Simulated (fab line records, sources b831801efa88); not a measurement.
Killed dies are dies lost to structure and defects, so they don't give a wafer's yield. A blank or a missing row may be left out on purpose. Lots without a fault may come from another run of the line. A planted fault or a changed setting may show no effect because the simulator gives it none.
Split-lot experiment | flow sfq_line | 5 lots, 23 wafers read, on a route of 325 steps

THE SPLIT
At SFQ_TRILAYER_I6_VIA_BARC_OPEN_VIA_ETCH_235 (etches BARC in O2, target depth 125 nm, time 41.7 s), the setting time_s was moved away from the recipe's 41.7 s on 8 of the 23 wafers read, by -14.6% to +6.8%. The other wafers ran this setting at the recipe's value.

The reading is taken at the split's own step.

THE READING
oes_product_au, in a.u., at SFQ_TRILAYER_I6_VIA_BARC_OPEN_VIA_ETCH_235 (etches BARC in O2, target depth 125 nm, time 41.7 s). Fault-free wafers of this fab line usually give 0.686 a.u., standard deviation 0.0041 a.u..

wafer  | tool, chamber at the split | time_s as run, s | against the recipe | oes_product_au, a.u. | against lot-mates on the recipe
L080.2 | rie_diel-04, 0             | 44.55            | +6.8%              | 0.672                | -0.013
L080.3 | rie_diel-04, 3             | 41.7             | recipe             | 0.687                | -
L080.4 | rie_diel-04, 1             | 41.7             | recipe             | 0.684                | -
L080.5 | rie_diel-04, 3             | 44.55            | +6.8%              | 0.675                | -0.010
L080.6 | rie_diel-04, 2             | 44.55            | +6.8%              | 0.683                | -0.002
L081.1 | rie_diel-03, 1             | 41.7             | recipe             | 0.682                | -
L081.2 | rie_diel-03, 2             | 41.7             | recipe             | 0.685                | -
L081.3 | rie_diel-03, 0             | 41.7             | recipe             | 0.694                | -
L082.1 | rie_diel-01, 0             | 41.7             | recipe             | 0.689                | -
L082.2 | rie_diel-01, 3             | 41.7             | recipe             | 0.683                | -
L082.3 | rie_diel-01, 2             | 41.7             | recipe             | 0.689                | -
L082.4 | rie_diel-01, 1             | 41.7             | recipe             | 0.687                | -
L082.5 | rie_diel-01, 2             | 41.7             | recipe             | 0.681                | -
L084.1 | rie_diel-03, 1             | 41.7             | recipe             | 0.689                | -
L084.2 | rie_diel-03, 3             | 35.69            | -14.4%             | 0.734                | +0.048
L084.4 | rie_diel-03, 2             | 41.7             | recipe             | 0.683                | -
L084.5 | rie_diel-03, 1             | 35.69            | -14.4%             | 0.739                | +0.053
L084.6 | rie_diel-03, 3             | 35.69            | -14.4%             | 0.733                | +0.047
L085.1 | rie_diel-03, 2             | 35.63            | -14.6%             | 0.735                | +0.051
L085.2 | rie_diel-03, 3             | 41.7             | recipe             | 0.681                | -
L085.3 | rie_diel-03, 1             | 35.63            | -14.6%             | 0.747                | +0.063
L085.5 | rie_diel-03, 3             | 41.7             | recipe             | 0.684                | -
L085.6 | rie_diel-03, 2             | 41.7             | recipe             | 0.686                | -

THE FIT
A straight line over all 23 wafers: oes_product_au changes by -0.0032 a.u. for each +1% of time_s; r = -0.96; the points scatter about the line by 0.0063 a.u..
The same after taking each lot's own level away (the mean of its wafers on the recipe; 23 wafers): -0.00322 a.u. for each +1%; r = -0.96; scatter 0.0065 a.u..
On that fit, the largest move of time_s shifts the reading by 0.047 a.u..
The lots' own levels span 0.6837 to 0.6870 a.u., that is 0.8 times the standard deviation above.
So the lot-to-lot level changes the slope little: the two slopes agree.
Check: with one of the wafers moved furthest among these (-14.6%) left out of the fit, the line predicts +0.0496 a.u. for it against its lot-mates. It came out at +0.0513 a.u. against them.
Tool readings at the split's step, against how far the setting was moved: oes_product_au r = -0.96.

OTHER SPLITS ON THESE WAFERS
These wafers also went through other splits before the reading. Each is held against what the fit with the lots' levels taken away leaves over:
other split on the same wafers                 | wafers away from the commonest value | r with oes_product_au (lot level and that fit taken away)
SFQ_TRILAYER_C5_LITHO_COAT_151 spin_rpm        | 8                                    | +0.26
SFQ_TRILAYER_M6_LITHO_COAT_159 resist_thk_nm   | 9                                    | -0.28
SFQ_TRILAYER_M6_BARC_OPEN_METAL_ETCH_206 icp_w | 7                                    | -0.26
SFQ_TRILAYER_I6_CMP_CMP_166 leave_above_ref_nm | 7                                    | -0.11
SFQ_TRILAYER_I6_VIA_LITHO_EXPOSE_170 dose_mj   | 4                                    | +0.11

THE WHOLE CHAIN: every reading that the file lists as answering this split, in the file's order
step                                       | what it does                                          | reading                                                                                       | change (the file's fit)                   | r (the file's)
SFQ_TRILAYER_I6_VIA_BARC_OPEN_VIA_ETCH_235 | etches BARC in O2, target depth 125 nm, time 41.7 s   | oes_product_au                                                                                | -0.00342 a.u. for each +1% of the setting | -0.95
SFQ_TRILAYER_I6_VIA_BARC_OPEN_VIA_ETCH_235 | etches BARC in O2, target depth 125 nm, time 41.7 s   | KrF_of_TRILAYER_I6_VIA_LITHO_COAT_169.thk_nm (the simulator's own value, which no gauge read) | -0.625 nm for each +1% of the setting     | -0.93
SFQ_TRILAYER_I6_VIA_ETCH_VIA_ETCH_172      | etches SiO2 in CHF3, stops on Nb, target depth 260 nm | KrF_of_TRILAYER_I6_VIA_LITHO_COAT_169.thk_nm (the simulator's own value, which no gauge read) | -0.632 nm for each +1% of the setting     | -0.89

THE FILE'S OWN FIT
oes_product_au changes by -0.00342 a.u. for each +1% of time_s, r = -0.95.
